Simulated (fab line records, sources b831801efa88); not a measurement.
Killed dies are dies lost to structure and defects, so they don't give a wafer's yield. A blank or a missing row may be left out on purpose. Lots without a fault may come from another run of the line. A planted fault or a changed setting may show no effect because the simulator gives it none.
fab line records | flow sky130
record lots=5 wafers=15 last_day=49
route steps=708 shown VIA2@521 METAL3@532 CAPM@537
lots that met no fault: from a run of the same line without faults
start_h: hours from the record's first day to the start of the lot's first wafer shown | wait_h: hours since the lot's step before | " the same as in the row above | L1.1+2: a row that stands for several wafers | - no value, or no start given | * or withheld: withheld | < > ~ a bound
route shown NAME@n: a module of which the file shows steps, and the number in the route of the first | usual: mean/standard deviation of fault-free wafers | same: alike in all rows | chamber/n: place in a boat | sites: the reading at each site | _std_site: their standard deviation | _edge_site: outer sites' mean less inner sites' | radius_mm: how far each site lies from the wafer's centre | mask NAME#n: copy n | behind: the tool/chamber that last shaped the wafer | hold: why the lot was held/for how many hours/how that ended | device: the transistor (n, p or np) that didn't switch | end of line: the same wafers' tests at the end of the route | a step without rows: its recipe alone | killed: dies lost to structure and defects at the first sort, not the wafer's yield | map: a wafer's dies, x killed, . not, _ none there
set.NAME: the setting as run; set.NAME@STEP: as run at that earlier step | model.NAME: the simulator's own value behind a step, which no gauge read
lots at some steps of the route; a table a step, a row a wafer
services: from which hour (start_h, from the record's first day; less than 0 if before it) a tool's chamber was out of use, for how many hours, and why
## steps
# step SKY_VIA2_ETCH_14
# recipe chemistry=N2/H2 target=BARC ion_energy_ev=200 source_w=500 bias_w=100 pressure_mtorr=30 n2_flow_sccm=100 h2_flow_sccm=200 stop_on=SiO2 time_s=45.9 target_depth_a=600
# usual bias_w=100.0/0.32 drypump_motor_current_A=5.7/0.36 oes_product_au=0.855/0.0048 throttle_valve_pct=13.226/0.0096
# columns lot.wafer tool chamber start_h wait_h bias_w drypump_motor_current_A oes_product_au rf_hours_counter_h throttle_valve_pct
L075.1 rie_diel-01 1 856.31 0.0 100.0 5.9 0.848 8 13.227
L075.4 " 0 " " 100.3 5.7 0.855 7 13.231
L075.6 " 1 " " 100.4 5.9 0.849 - 13.232
L082.1 rie_diel-04 3 912.21 0.0 100.0 5.6 0.851 2 13.223
L082.5 " 1 " " 100.0 5.8 0.852 - 13.231
L082.6 " 0 " " 99.8 5.1 0.847 - 13.237
L083.2 rie_diel-01 0 921.83 0.0 100.1 5.8 0.852 9 13.224
L083.3 " 2 " " 100.1 6.0 0.848 19 13.220
L083.6 " 2 " " 99.8 6.0 0.854 - 13.225
L085.3 rie_diel-01 0 932.11 0.0 100.5 5.8 0.866 9 13.221
L085.5 " 2 " " 100.3 6.0 0.857 - 13.228
L085.6 " 1 " " 100.5 5.9 0.845 - 13.218
L094.3 rie_diel-02 1 989.16 0.0 99.9 5.6 0.856 11 13.233
L094.5 " 2 " " 100.8 6.3 0.858 - 13.212
L094.6 " 1 " " 100.2 5.6 0.858 - 13.243
# step SKY_VIA2_ETCH_15
# recipe target=SiO2 chemistry=C4F8/O2/Ar target_depth_nm=546 stop_on=TiN mask_material=KrF-thick source_w=1500 bias_w=1200 pressure_mtorr=40 c4f8_flow_sccm=withheld O2_flow_sccm=6 Ar_flow_sccm=300 time_s=84
# usual bias_w=1200/3.2 oes_product_au=0.939/0.0048
# columns lot.wafer tool chamber start_h wait_h bias_w oes_product_au rf_hours_counter_h
L075.1 rie_diel-01 1 856.35 0.0 1195 0.932 8
L075.4 " 0 " " 1204 0.937 7
L075.6 " 1 " " 1203 0.942 -
L082.1 rie_diel-04 3 912.25 0.0 1195 0.947 2
L082.5 " 1 " " 1201 0.937 -
L082.6 " 0 " " 1199 0.935 -
L083.2 rie_diel-01 0 921.87 0.0 1202 0.940 9
L083.3 " 2 " " 1201 0.940 19
L083.6 " 2 " " 1202 0.938 -
L085.3 rie_diel-01 0 932.15 0.0 1198 0.941 9
L085.5 " 2 " " 1203 0.939 -
L085.6 " 1 " " 1199 0.939 -
L094.3 rie_diel-02 1 989.20 0.0 1203 0.946 11
L094.5 " 2 " " 1205 0.942 -
L094.6 " 1 " " 1202 0.941 -
# step SKY_VIA2_STRIP_16
# recipe chemistry=O2/N2 power_w=1400 pressure_mtorr=1500 platen_temp_c=withheld o2_flow_sccm=3000 n2_flow_sccm=300 overash_fraction=0.5
# usual drypump_motor_current_A=5.8/0.37 oes_product_au=0.398/0.0044 strip_time_to_endpoint_s=4.038/0.022
# columns lot.wafer tool chamber start_h wait_h drypump_motor_current_A oes_product_au rf_hours_counter_h strip_time_to_endpoint_s
L075.1 plasma_asher-02 0 856.42 0.0 5.4 0.394 62 4.021
L075.4 " 0 " " 5.4 0.403 - 4.054
L075.6 " 0 " " 5.4 0.393 - 4.016
L082.1 plasma_asher-04 1 912.31 0.0 6.5 0.393 17 4.001
L082.5 " 1 " " 6.5 0.397 - 4.011
L082.6 " 0 " " 6.4 0.398 - 4.032
L083.2 plasma_asher-01 0 921.93 0.0 5.8 0.395 54 4.031
L083.3 " 0 " " 5.8 0.399 - 4.040
L083.6 " 1 " " 5.9 0.404 - 4.033
L085.3 plasma_asher-02 0 932.25 0.1 5.4 0.393 - 4.029
L085.5 " 0 " " 5.4 0.390 - 4.027
L085.6 " 1 " " 5.7 0.404 - 4.058
L094.3 plasma_asher-04 1 989.30 0.1 6.5 0.393 - 4.029
L094.5 " 1 " " 6.5 0.396 - 3.990
L094.6 " 0 " " 6.4 0.400 - 4.039
# step SKY_VIA2_STRIP_17
# recipe chemistry=post_etch_residue_remover time_s=1200 temp_c=72.5
# columns lot.wafer tool chamber start_h wait_h
L075.1+4+6 wet_bench-03 0 856.52 0.1
L082.1+5+6 wet_bench-03 0 912.41 0.1
L083.2+3+6 wet_bench-01 3 922.03 0.1
L085.3+5+6 wet_bench-01 3 932.31 0.0
L094.3+5+6 wet_bench-02 2 989.36 0.0
# step SKY_VIA2_CLEAN_18
# recipe chemistry=IPA time_s=180 temp_c=25
# columns lot.wafer tool chamber start_h wait_h
L075.1+4+6 wet_bench-02 0 856.89 0.0
L082.1+5+6 wet_bench-02 1 912.75 0.0
L083.2+3+6 wet_bench-03 1 922.38 0.0
L085.3+5+6 wet_bench-03 2 932.65 0.0
L094.3+5+6 wet_bench-02 3 989.74 0.0
# step SKY_VIA2_CLEAN_19
# recipe chemistry=O3/DIW dry=n2_spin
# columns lot.wafer tool chamber start_h wait_h
L075.1+4+6 wet_bench-03 3 856.95 0.0
L082.1+5+6 wet_bench-01 3 912.81 0.0
L083.2+3+6 wet_bench-02 1 922.44 0.0
L085.3+5+6 wet_bench-01 2 932.71 0.0
L094.3+5+6 wet_bench-01 2 989.80 0.0
# step SKY_VIA2_SPUTTER_20
# recipe material=TiN target_thk_nm=20 chamber_pressure_pa=5 power_w=4000 time_s=80
# usual throttle_valve_pct=30.0/0.99
# columns lot.wafer tool chamber start_h wait_h throttle_valve_pct
L075.1 pvd_sputter-03 - 857.05 0.0 31.4
L075.4 " - " " 29.5
L075.6 " - " " 29.6
L082.1 pvd_sputter-02 - 912.90 0.0 29.6
L082.5 " - " " 28.2
L082.6 " - " " 29.0
L083.2 pvd_sputter-02 - 922.54 0.0 29.0
L083.3 " - " " 27.9
L083.6 " - " " 30.2
L085.3 pvd_sputter-03 - 932.80 0.0 31.5
L085.5 " - " " 31.5
L085.6 " - " " 29.4
L094.3 pvd_sputter-04 - 989.89 0.0 30.8
L094.5 " - " " 31.0
L094.6 " - " " 31.1
# step SKY_VIA2_CVD_21
# recipe material=W target_thk_nm=420 time_s=126.4 temp_c=400 pressure_torr=40
# usual heater_power_w=822/85 susceptor_temp_C=399.97/0.24
# columns lot.wafer tool chamber start_h wait_h heater_power_w susceptor_temp_C
L075.1 cvd_w-01 1 857.11 0.0 790 400.04
L075.4 " 0 " " 841 399.69
L075.6 " 1 " " 808 400.09
L082.1 cvd_w-02 1 912.97 0.0 758 399.57
L082.5 " 1 " " 741 399.53
L082.6 " 0 " " 964 399.60
L083.2 cvd_w-02 1 922.60 0.0 736 400.03
L083.3 " 1 " " 735 400.05
L083.6 " 0 " " 990 400.26
L085.3 cvd_w-02 1 932.91 0.1 748 399.80
L085.5 " 0 " " 988 399.79
L085.6 " 1 " " 757 399.75
L094.3 cvd_w-01 0 990.04 0.1 765 400.19
L094.5 " 0 " " 789 399.99
L094.6 " 0 " " 774 400.12
# step SKY_VIA2_RS_MEAS_22
# recipe thk_meas_gauge=four-point-probe reads=W_of_VIA2_CVD_21+TiN_of_VIA2_SPUTTER_20
# usual VIA2_W_RS=0.2738/0.0025
# columns lot.wafer tool chamber start_h wait_h VIA2_W_RS[ohm/sq]
L075.1 film_metro-01 - 857.24 0.1 0.2720
L075.4 " - " " 0.2745
L075.6 " - " " 0.2745
L082.1 film_metro-03 - 913.10 0.1 0.2693
L082.5 " - " " 0.2714
L082.6 " - " " 0.2715
L083.2 film_metro-02 - 922.75 0.1 0.2735
L083.3 " - " " 0.2732
L083.6 " - " " 0.2739
L085.3 film_metro-01 - 933.04 0.1 0.2753
L085.5 " - " " 0.2769
L085.6 " - " " 0.2780
L094.3 film_metro-01 - 990.25 0.2 0.2745
L094.5 " - " " 0.2731
L094.6 " - " " 0.2732
# step SKY_VIA2_THK_MEAS_23
# recipe thk_meas_gauge=xrf reads=W_of_VIA2_CVD_21
# usual VIA2_W_THK=418/5.9
# columns lot.wafer tool chamber start_h wait_h VIA2_W_THK[nm]
L075.1 film_metro-01 - 857.36 0.1 428
L075.4 " - " " 424
L075.6 " - " " 423
L082.1 film_metro-03 - 913.22 0.1 427
L082.5 " - " " 428
L082.6 " - " " 425
L083.2 film_metro-02 - 922.86 0.1 410
L083.3 " - " " 411
L083.6 " - " " 412
L085.3 film_metro-01 - 933.14 0.1 420
L085.5 " - " " 419
L085.6 " - " " 415
L094.3 film_metro-01 - 990.35 0.1 418
L094.5 " - " " 422
L094.6 " - " " 419
# step SKY_VIA2_CMP_24
# recipe stop_on=SiO2 t_overpolish_s=20 down_force_psi=3.5 platen_rpm=60 target_thk_nm=0 pad_velocity_m_s=0.94248
# usual motor_current_A=11.4/0.8 overpolish_run_s=19.999/0.0099 platen_rpm=60.00/0.038 time_to_endpoint_s=101/3.5
# columns lot.wafer tool chamber start_h wait_h motor_current_A overpolish_run_s platen_rpm time_to_endpoint_s
L075.4 cmp-02 3 857.58 0.2 11.6 20.015 60.06 108
L075.1 " 0 " " 11.1 20.000 59.99 99
L075.6 " 3 " " 11.6 19.996 59.96 105
L082.1 cmp-01 3 913.38 0.1 10.7 19.986 60.06 101
L082.6 " 1 " " 12.5 20.005 60.09 98
L082.5 " 2 " " 10.1 19.999 60.01 103
L083.3 cmp-01 2 922.91 0.0 11.0 20.018 59.96 104
L083.2 " 3 " " 11.3 20.001 60.04 105
L083.6 " 3 " " 11.7 19.976 60.04 100
L085.3 cmp-02 1 933.28 0.1 10.9 19.995 60.01 100
L085.6 " 3 " " 12.3 19.993 60.03 100
L085.5 " 0 " " 11.1 20.020 59.99 97
L094.3 cmp-01 3 990.64 0.3 11.0 20.011 60.03 105
L094.6 " 0 " " 12.8 19.999 59.99 107
L094.5 " 1 " " 11.6 19.995 59.94 102
# step SKY_METAL3_SPUTTER_00
# recipe material=Ti target_thk_nm=15 power_w=3000 time_s=10 chamber_pressure_pa=0.4
# usual throttle_valve_pct=30.5/0.87
# columns lot.wafer tool chamber start_h wait_h throttle_valve_pct
L075.1 pvd_sputter-01 - 857.88 0.2 29.0
L075.4 " - " " 31.8
L075.6 " - " " 29.1
L082.1 pvd_sputter-03 - 913.58 0.1 30.6
L082.5 " - " " 30.8
L082.6 " - " " 29.3
L083.2 pvd_sputter-01 - 923.21 0.2 30.4
L083.3 " - " " 31.7
L083.6 " - " " 29.2
L085.3 pvd_sputter-01 - 933.48 0.1 31.9
L085.5 " - " " 30.1
L085.6 " - " " 30.6
L094.3 pvd_sputter-03 - 990.79 0.1 30.5
L094.5 " - " " 29.5
L094.6 " - " " 31.7
# step SKY_METAL3_SPUTTER_01
# recipe material=TiN target_thk_nm=20 power_w=6245 time_s=16.7 chamber_pressure_pa=0.4
# usual throttle_valve_pct=30.5/0.84
# columns lot.wafer tool chamber start_h wait_h throttle_valve_pct
L075.1 pvd_sputter-01 - 857.90 0.0 29.4
L075.4 " - " " 31.7
L075.6 " - " " 29.2
L082.1 pvd_sputter-03 - 913.60 0.0 30.8
L082.5 " - " " 30.8
L082.6 " - " " 29.5
L083.2 pvd_sputter-01 - 923.23 0.0 30.4
L083.3 " - " " 31.7
L083.6 " - " " 28.9
L085.3 pvd_sputter-01 - 933.50 0.0 31.7
L085.5 " - " " 30.1
L085.6 " - " " 30.7
L094.3 pvd_sputter-03 - 990.81 0.0 31.1
L094.5 " - " " 29.4
L094.6 " - " " 31.7
# step SKY_METAL3_SPUTTER_02
# recipe material=AlCu target_thk_nm=735 power_w=10600 time_s=39.1 chamber_pressure_pa=0.4
# usual throttle_valve_pct=30.5/0.83
# columns lot.wafer tool chamber start_h wait_h throttle_valve_pct
L075.1 pvd_sputter-01 - 857.93 0.0 28.9
L075.4 " - " " 31.4
L075.6 " - " " 29.1
L082.1 pvd_sputter-03 - 913.62 0.0 30.8
L082.5 " - " " 30.8
L082.6 " - " " 29.3
L083.2 pvd_sputter-01 - 923.26 0.0 30.3
L083.3 " - " " 31.9
L083.6 " - " " 29.2
L085.3 pvd_sputter-01 - 933.53 0.0 31.8
L085.5 " - " " 30.2
L085.6 " - " " 30.8
L094.3 pvd_sputter-03 - 990.84 0.0 30.8
L094.5 " - " " 29.8
L094.6 " - " " 31.6
# step SKY_METAL3_SPUTTER_03
# recipe material=Ti target_thk_nm=5 power_w=3000 time_s=3.3 chamber_pressure_pa=0.4
# usual throttle_valve_pct=30.4/0.86
# columns lot.wafer tool chamber start_h wait_h throttle_valve_pct
L075.1 pvd_sputter-01 - 857.97 0.0 28.9
L075.4 " - " " 31.8
L075.6 " - " " 28.8
L082.1 pvd_sputter-03 - 913.66 0.0 30.4
L082.5 " - " " 30.6
L082.6 " - " " 29.6
L083.2 pvd_sputter-01 - 923.30 0.0 30.3
L083.3 " - " " 31.9
L083.6 " - " " 29.1
L085.3 pvd_sputter-01 - 933.57 0.0 31.9
L085.5 " - " " 30.0
L085.6 " - " " 30.8
L094.3 pvd_sputter-03 - 990.88 0.0 30.6
L094.5 " - " " 29.6
L094.6 " - " " 31.8
# step SKY_METAL3_SPUTTER_04
# recipe material=TiN target_thk_nm=70 power_w=6500 time_s=58.3 chamber_pressure_pa=0.4
# usual throttle_valve_pct=30.5/0.83
# columns lot.wafer tool chamber start_h wait_h throttle_valve_pct
L075.1 pvd_sputter-01 - 857.98 0.0 28.9
L075.4 " - " " 31.5
L075.6 " - " " 29.3
L082.1 pvd_sputter-03 - 913.68 0.0 30.5
L082.5 " - " " 30.6
L082.6 " - " " 29.6
L083.2 pvd_sputter-01 - 923.32 0.0 30.3
L083.3 " - " " 31.8
L083.6 " - " " 29.2
L085.3 pvd_sputter-01 - 933.59 0.0 31.9
L085.5 " - " " 30.4
L085.6 " - " " 30.9
L094.3 pvd_sputter-03 - 990.89 0.0 31.0
L094.5 " - " " 29.4
L094.6 " - " " 31.7
# step SKY_CAPM_CVD_00
# recipe material=SiO2 target_thk_nm=15.5 temp_c=400 time_s=withheld rf_w=450
# usual heater_power_w=747/130 susceptor_temp_C=399.98/0.24
# columns lot.wafer tool chamber start_h wait_h heater_power_w susceptor_temp_C
L075.1 pecvd-04 0 858.03 0.0 612 399.96
L075.4 " 2 " " 728 400.01
L075.6 " 1 " " 700 399.60
L082.1 pecvd-03 2 913.73 0.0 583 399.74
L082.5 " 1 " " 725 400.52
L082.6 " 0 " " 648 399.91
L083.2 pecvd-04 0 923.36 0.0 681 399.87
L083.3 " 2 " " 754 399.93
L083.6 " 2 " " 764 399.96
L085.3 pecvd-03 0 933.65 0.0 750 399.53
L085.5 " 0 " " 791 399.57
L085.6 " 1 " " 784 400.24
L094.3 pecvd-04 0 990.94 0.0 692 399.55
L094.5 " 1 " " 666 400.11
L094.6 " 2 " " 699 400.08
# step SKY_CAPM_THK_MEAS_01
# recipe reads=SiO2_of_CAPM_CVD_00
# usual CAPM_CVD_00_THK=15.59/0.23
# columns lot.wafer tool chamber start_h wait_h CAPM_CVD_00_THK[nm]
L075.1 film_metro-04 - 858.06 - 15.37
L075.4 " - " " 15.51
L075.6 " - " " 15.60
L082.1 film_metro-03 - 913.78 - 15.76
L082.5 " - " " 15.68
L082.6 " - " " 16.01
L083.2 film_metro-04 - 923.40 - 15.49
L083.3 " - " " 15.43
L083.6 " - " " 15.62
L085.3 film_metro-03 - 933.70 - 15.52
L085.5 " - " " 15.62
L085.6 " - " " 15.80
L094.3 film_metro-01 - 990.98 - 15.38
L094.5 " - " " 15.70
L094.6 " - " " 15.85
# step SKY_CAPM_SPUTTER_02
# recipe material=TiN target_thk_nm=200 temp_c=300 power_w=6739 time_s=166.7 chamber_pressure_pa=0.4
# usual susceptor_temp_C=299.96/0.19 throttle_valve_pct=29.8/1
# columns lot.wafer tool chamber start_h wait_h susceptor_temp_C throttle_valve_pct
L075.1 pvd_sputter-02 - 858.12 0.1 300.12 28.1
L075.4 " - " " 300.13 29.5
L075.6 " - " " 300.11 30.4
L082.1 pvd_sputter-02 - 913.84 0.1 300.02 29.7
L082.5 " - " " 299.92 29.0
L082.6 " - " " 300.11 27.7
L083.2 pvd_sputter-03 - 923.45 0.0 299.98 30.9
L083.3 " - " " 299.98 29.6
L083.6 " - " " 300.09 29.6
L085.3 pvd_sputter-03 - 933.74 0.0 299.65 29.7
L085.5 " - " " 299.96 31.3
L085.6 " - " " 299.92 29.3
L094.3 pvd_sputter-02 - 991.02 0.0 299.84 29.3
L094.5 " - " " 300.00 29.6
L094.6 " - " " 299.60 28.1
# step SKY_CAPM_RS_MEAS_03
# recipe thk_meas_gauge=four-point-probe reads=TiN_of_CAPM_SPUTTER_02
# usual CAPM_TIN_RS=6.66/0.057
# columns lot.wafer tool chamber start_h wait_h CAPM_TIN_RS[ohm/sq]
L075.1 film_metro-03 - 858.22 0.1 6.77
L075.4 " - " " 6.66
L075.6 " - " " 6.68
L082.1 film_metro-03 - 913.95 0.1 6.70
L082.5 " - " " 6.70
L082.6 " - " " 6.72
L083.2 film_metro-03 - 923.58 0.1 6.65
L083.3 " - " " 6.63
L083.6 " - " " 6.56
L085.3 film_metro-04 - 933.89 0.1 6.66
L085.5 " - " " 6.63
L085.6 " - " " 6.58
L094.3 film_metro-03 - 991.17 0.1 6.66
L094.5 " - " " 6.69
L094.6 " - " " 6.78
# step SKY_CAPM_THK_MEAS_04
# recipe thk_meas_gauge=xrf reads=TiN_of_CAPM_SPUTTER_02
# usual CAPM_TIN_THK=211.6/1.9
# columns lot.wafer tool chamber start_h wait_h CAPM_TIN_THK[nm]
L075.1 film_metro-03 - 858.34 0.1 209.3
L075.4 " - " " 212.1
L075.6 " - " " 212.3
L082.1 film_metro-03 - 914.07 0.1 208.9
L082.5 " - " " 208.8
L082.6 " - " " 209.1
L083.2 film_metro-03 - 923.69 0.1 212.0
L083.3 " - " " 211.7
L083.6 " - " " 214.4
L085.3 film_metro-04 - 933.99 0.1 211.2
L085.5 " - " " 211.9
L085.6 " - " " 211.2
L094.3 film_metro-03 - 991.27 0.1 213.0
L094.5 " - " " 212.6
L094.6 " - " " 209.4
# step SKY_CAPM_DEHYDRATE_05
# recipe temp_c=200 time_s=60
# columns lot.wafer tool chamber start_h wait_h
L075.1+4+6 litho_track-03 0 871.02 12.7
L082.1+5+6 litho_track-04 0 925.50 11.4
L083.2+3+6 litho_track-04 0 935.98 12.3
L085.3+5+6 litho_track-01 0 945.49 11.5
L094.3+5+6 litho_track-03 0 1001.97 10.7
# step SKY_CAPM_HMDS_06
# recipe prime_time_s=60 prime_temp_c=120
# columns lot.wafer tool chamber start_h wait_h
L075.1+4+6 litho_track-03 0 871.17 0.1
L082.1+5+6 litho_track-04 0 925.65 0.1
L083.2+3+6 litho_track-04 0 936.13 0.1
L085.3+5+6 litho_track-01 0 945.64 0.1
L094.3+5+6 litho_track-03 0 1002.12 0.1
# step SKY_CAPM_COAT_07
# recipe resist=NOVOLAK spin_rpm=3000 resist_thk_nm=1140
# columns lot.wafer tool chamber start_h wait_h
L075.1+4+6 litho_track-03 0 871.32 0.1
L082.1+5+6 litho_track-04 0 925.80 0.1
L083.2+3+6 litho_track-04 0 936.28 0.1
L085.3+5+6 litho_track-01 0 945.79 0.1
L094.3+5+6 litho_track-03 0 1002.27 0.1
# step SKY_CAPM_SOFTBAKE_08
# recipe temp_c=90 time_s=60 resist=NOVOLAK
# columns lot.wafer tool chamber start_h wait_h
L075.1+4+6 litho_track-03 0 871.47 0.1
L082.1+5+6 litho_track-04 0 925.95 0.1
L083.2+3+6 litho_track-04 0 936.43 0.1
L085.3+5+6 litho_track-01 0 945.94 0.1
L094.3+5+6 litho_track-03 0 1002.42 0.1
# step SKY_CAPM_EXPOSE_09
# recipe mask_id=CAPM na=0.6 source_shape=conventional sigma_outer=0.6 polarization=unpolarized target_cd_nm=1000 dose_mj=159
# usual focus_offset_nm=0.1/0.47
# columns lot.wafer tool chamber start_h wait_h mask focus_offset_nm
L075.1 iline_stepper-02 0 - - CAPM#0 0.1
L075.4 " 0 " " CAPM#0 0.2
L075.6 " 0 " " CAPM#0 0.6
L082.1 iline_stepper-02 0 - - CAPM#0 -0.5
L082.5 " 0 " " CAPM#0 -0.1
L082.6 " 0 " " CAPM#0 0.5
L083.2 iline_stepper-01 0 - - CAPM#0 -0.9
L083.3 " 0 " " CAPM#0 -0.3
L083.6 " 0 " " CAPM#0 0.5
L085.3 iline_stepper-01 0 - - CAPM#0 0.9
L085.5 " 0 " " CAPM#0 0.5
L085.6 " 0 " " CAPM#0 0.8
L094.3 iline_stepper-02 0 - - CAPM#0 -0.4
L094.5 " 0 " " CAPM#0 0.6
L094.6 " 0 " " CAPM#0 0.4
# step SKY_CAPM_PEB_10
# recipe temp_c=withheld time_s=* resist=NOVOLAK
# columns lot.wafer tool chamber start_h wait_h
L075.1+4+6 litho_track-03 0 - -
L082.1+5+6 litho_track-03 0 - -
L083.2+3+6 litho_track-01 0 - -
L085.3+5+6 litho_track-03 0 - -
L094.3+5+6 litho_track-04 0 - -
# step SKY_CAPM_DEVELOP_11
# recipe resist=NOVOLAK developer=TMAH develop_time_s=60 dev_temp_c=23
# columns lot.wafer tool chamber start_h wait_h
L075.1+4+6 litho_track-03 0 884.17 0.1
L082.1+5+6 litho_track-03 0 938.22 0.1
L083.2+3+6 litho_track-01 0 948.46 0.1
L085.3+5+6 litho_track-03 0 957.67 0.1
L094.3+5+6 litho_track-04 0 1013.75 0.1
# step SKY_CAPM_OVL_MEAS_12
# usual CAPM_OVL=-0.4/1.4
# columns lot.wafer tool chamber start_h wait_h CAPM_OVL[nm]
L075.1 overlay-01 - 884.32 0.1 1.9
L075.4 " - " " -0.2
L075.6 " - " " 2.7
L082.1 overlay-01 - 938.37 0.1 0.8
L082.5 " - " " 0.1
L082.6 " - " " -0.5
L083.2 overlay-02 - 948.60 0.1 -2.1
L083.3 " - " " -0.9
L083.6 " - " " -1.7
L085.3 overlay-01 - 957.78 0.1 -2.0
L085.5 " - " " 0.1
L085.6 " - " " -0.9
L094.3 overlay-01 - 1013.86 0.1 0.2
L094.5 " - " " -1.3
L094.6 " - " " -0.9
# step SKY_CAPM_METAL_ETCH_13
# recipe target_depth_nm=220 stop_on=SiO2 chemistry=Cl2/BCl3 target=TiN pressure_mtorr=10 icp_w=900 bias_w=48.5 Cl2_flow_sccm=60 bcl3_flow_sccm=30 time_s=62.9
# usual bias_w=48.53/0.15 drypump_motor_current_A=5.60/0.28 oes_product_au=0.962/0.0069 throttle_valve_pct=21.889/0.0092
# columns lot.wafer tool chamber start_h wait_h bias_w drypump_motor_current_A oes_product_au rf_hours_counter_h throttle_valve_pct
L075.1 rie_metal-03 1 884.36 0.0 48.56 5.96 0.952 11 21.912
L075.4 " 0 " " 48.41 5.28 0.959 - 21.889
L075.6 " 1 " " 48.25 5.92 0.959 - 21.904
L082.1 rie_metal-01 1 938.41 0.0 48.57 6.07 0.952 5 21.883
L082.5 " 1 " " 48.62 6.06 0.964 - 21.902
L082.6 " 0 " " 48.80 5.50 0.946 - 21.901
L083.2 rie_metal-02 0 948.63 0.0 48.64 5.28 0.966 9 21.873
L083.3 " 1 " " 48.36 5.59 0.965 - 21.905
L083.6 " 1 " " 48.15 5.61 0.966 - 21.895
L085.3 rie_metal-03 1 957.83 0.0 48.43 5.92 0.956 - 21.891
L085.5 " 0 " " 48.56 5.26 0.965 - 21.878
L085.6 " 1 " " 48.54 5.90 0.959 - 21.895
L094.3 rie_metal-02 1 1013.91 0.0 48.56 5.60 0.958 - 21.889
L094.5 " 1 " " 48.60 5.62 0.964 - 21.890
L094.6 " 0 " " 48.39 5.27 0.951 - 21.887
# step SKY_CAPM_STRIP_14
# recipe chemistry=O2/N2 power_w=1400 pressure_mtorr=1500 platen_temp_c=withheld o2_flow_sccm=3000 n2_flow_sccm=300 overash_fraction=0.5
# usual drypump_motor_current_A=6.0/0.46 oes_product_au=0.710/0.004 strip_time_to_endpoint_s=12.66/0.05
# columns lot.wafer tool chamber start_h wait_h drypump_motor_current_A oes_product_au rf_hours_counter_h strip_time_to_endpoint_s
L075.1 plasma_asher-01 0 884.44 0.1 5.7 0.706 50 12.66
L075.4 " 1 " " 5.9 0.706 - 12.62
L075.6 " 0 " " 5.7 0.712 - 12.64
L082.1 plasma_asher-03 0 938.49 0.1 6.4 0.715 114 12.72
L082.5 " 0 " " 6.4 0.709 - 12.69
L082.6 " 1 " " 5.3 0.708 - 12.66
L083.2 plasma_asher-04 0 948.70 0.1 6.4 0.700 18 12.72
L083.3 " 1 " " 6.5 0.707 - 12.70
L083.6 " 1 " " 6.5 0.707 - 12.70
L085.3 plasma_asher-04 0 957.92 0.1 6.4 0.708 - 12.64
L085.5 " 1 " " 6.5 0.714 - 12.71
L085.6 " 0 " " 6.5 0.708 - 12.71
L094.3 plasma_asher-01 1 1014.00 0.1 5.9 0.706 - 12.66
L094.5 " 1 " " 5.9 0.710 - 12.64
L094.6 " 0 " " 5.8 0.709 - 12.67
# step SKY_CAPM_STRIP_15
# recipe chemistry=post_etch_residue_remover time_s=1200 temp_c=72.5
# columns lot.wafer tool chamber start_h wait_h
L075.1+4+6 wet_bench-01 0 884.54 0.1
L082.1+5+6 wet_bench-04 3 938.59 0.1
L083.2+3+6 wet_bench-02 0 948.80 0.1
L085.3+5+6 wet_bench-02 1 957.99 0.0
L094.3+5+6 wet_bench-01 0 1014.07 0.0
# step SKY_CAPM_CLEAN_16
# recipe chemistry=IPA time_s=180 temp_c=25
# columns lot.wafer tool chamber start_h wait_h
L075.1+4+6 wet_bench-02 3 884.91 0.0
L082.1+5+6 wet_bench-01 1 938.93 0.0
L083.2+3+6 wet_bench-04 0 949.18 0.0
L085.3+5+6 wet_bench-01 1 958.33 0.0
L094.3+5+6 wet_bench-02 3 1014.41 0.0
# step SKY_CAPM_CLEAN_17
# recipe chemistry=O3/DIW dry=n2_spin
# columns lot.wafer tool chamber start_h wait_h
L075.1+4+6 wet_bench-04 2 884.97 0.0
L082.1+5+6 wet_bench-04 3 939.04 0.0
L083.2+3+6 wet_bench-02 2 949.23 0.0
L085.3+5+6 wet_bench-02 1 958.39 0.0
L094.3+5+6 wet_bench-01 1 1014.52 0.0
# step SKY_METAL3_DEHYDRATE_05
# recipe temp_c=200 time_s=60
# columns lot.wafer tool chamber start_h wait_h
L075.1+4+6 litho_track-04 0 897.15 12.1
L082.1+5+6 litho_track-04 0 951.10 12.0
L083.2+3+6 litho_track-04 0 960.78 11.4
L085.3+5+6 litho_track-01 0 970.09 11.6
L094.3+5+6 litho_track-04 0 1025.35 10.7
# step SKY_METAL3_HMDS_06
# recipe prime_time_s=60 prime_temp_c=120
# columns lot.wafer tool chamber start_h wait_h
L075.1+4+6 litho_track-04 0 897.30 0.1
L082.1+5+6 litho_track-04 0 951.25 0.1
L083.2+3+6 litho_track-04 0 960.93 0.1
L085.3+5+6 litho_track-01 0 970.24 0.1
L094.3+5+6 litho_track-04 0 1025.50 0.1
# step SKY_METAL3_COAT_07
# recipe resist=BARC temp_c=withheld time_s=withheld spin_rpm=3000 resist_thk_nm=60
# columns lot.wafer tool chamber start_h wait_h
L075.1+4+6 litho_track-04 0 897.45 0.1
L082.1+5+6 litho_track-04 0 951.40 0.1
L083.2+3+6 litho_track-04 0 961.08 0.1
L085.3+5+6 litho_track-01 0 970.39 0.1
L094.3+5+6 litho_track-04 0 1025.65 0.1
# step SKY_METAL3_COAT_08
# recipe resist=KrF-thick spin_rpm=3000 resist_thk_nm=1140
# columns lot.wafer tool chamber start_h wait_h
L075.1+4+6 litho_track-04 0 - -
L082.1+5+6 litho_track-04 0 - -
L083.2+3+6 litho_track-04 0 - -
L085.3+5+6 litho_track-01 0 - -
L094.3+5+6 litho_track-04 0 - -
# step SKY_METAL3_SOFTBAKE_09
# recipe temp_c=100 time_s=90 resist=KrF-thick
# columns lot.wafer tool chamber start_h wait_h
L075.1+4+6 litho_track-04 0 - -
L082.1+5+6 litho_track-04 0 - -
L083.2+3+6 litho_track-04 0 - -
L085.3+5+6 litho_track-01 0 - -
L094.3+5+6 litho_track-04 0 - -
## services
# columns tool chamber start_h hours kind
cmp-01 - 852.17 13.3 pm
pecvd-04 - 854.37 0.8 repair
wet_bench-02 - 859.09 4.4 pm
cvd_w-02 1 870.12 12.9 repair
plasma_asher-04 - 870.97 3.5 repair
pecvd-04 - 884.39 2.8 repair
cvd_w-02 - 884.43 1.1 repair
cmp-01 - 915.66 0.9 repair
wet_bench-01 - 916.51 3.4 repair
plasma_asher-04 - 920.69 20.8 repair
rie_diel-01 3 924.05 4.1 repair
iline_stepper-02 - 927.42 13.4 repair
pvd_sputter-02 - 929.54 5.4 repair
pvd_sputter-01 - 930.89 0.5 repair
cvd_w-02 - 934.49 2.8 pm
rie_diel-01 3 951.06 4.3 repair
wet_bench-01 - 953.01 4.6 repair
rie_diel-01 3 972.41 4.2 repair
rie_diel-01 - 975.29 4.3 pm
wet_bench-04 - 994.86 1.0 repair
plasma_asher-04 - 995.83 14.6 pm
rie_diel-01 3 1010.58 3.6 repair
pvd_sputter-02 - 1011.57 13.5 repair
wet_bench-03 - 1024.53 3.6 repair
## key
fault none
